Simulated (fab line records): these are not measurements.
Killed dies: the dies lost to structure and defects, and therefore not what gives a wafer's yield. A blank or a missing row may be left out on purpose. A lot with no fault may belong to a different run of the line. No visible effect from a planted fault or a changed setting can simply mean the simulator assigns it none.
Chamber matching -- flow gf180mcu -- GF_PASSIVATION_CVD_00 on pecvd-03 has 3 sister chambers
The step deposits SiO2 from TEOS, target thk 1000 nm, time 111.95 s. 16 wafers are shown with their chamber, then 8 later ones without.

== WAFERS WITH THEIR CHAMBER ==
wafer,chamber,heater power w (W)
L074.1,1,524
L074.3,0,1007
L074.5,2,606
L075.2,0,891
L075.3,1,563
L075.5,0,973
L078.1,0,839
L078.2,2,563
L078.6,1,532
L082.3,0,976
L082.5,2,483
L082.6,1,527
L085.1,0,905
L085.2,2,519
L085.4,1,656
L089.2,2,568

SIGNATURES, as means of the wafers listed above
reading,chamber 0,chamber 1,chamber 2,scatter within a chamber
heater power w,931.83,560.40,547.80,56.7
Rule: a wafer lies at a distance from a chamber equal to the root of the sum of squares, over the readings, of (its reading less the chamber's mean, divided by the reading's scatter). If the next closest chamber is less than 2 further off than the closest, the wafer can't be placed; otherwise it belongs to the closest. How the scatter is found: for the shown wafers, subtract from each reading the mean of its chamber, square and add these, divide the total by (wafers less chambers), then take the root.

== WAFERS WHOSE CHAMBER IS MISSING ==
wafer,heater power w (W)
L089.4,661
L089.6,831
L094.1,609
L094.4,482
L094.5,632
L096.3,969
L096.4,603
L096.5,625

== WHICH CHAMBER EACH WENT THROUGH ==
wafer,from the rows above,in truth
L089.4,can't be placed: 1 or 2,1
L089.6,0,0
L094.1,can't be placed: 1 or 2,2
L094.4,can't be placed: 2 or 1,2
L094.5,can't be placed: 1 or 2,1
L096.3,0,0
L096.4,can't be placed: 1 or 2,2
L096.5,can't be placed: 1 or 2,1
Correctly placed: 2 of 8. From these rows, 6 cannot be placed; in 6 the true chamber is one of the candidates. Wrongly placed: 0.
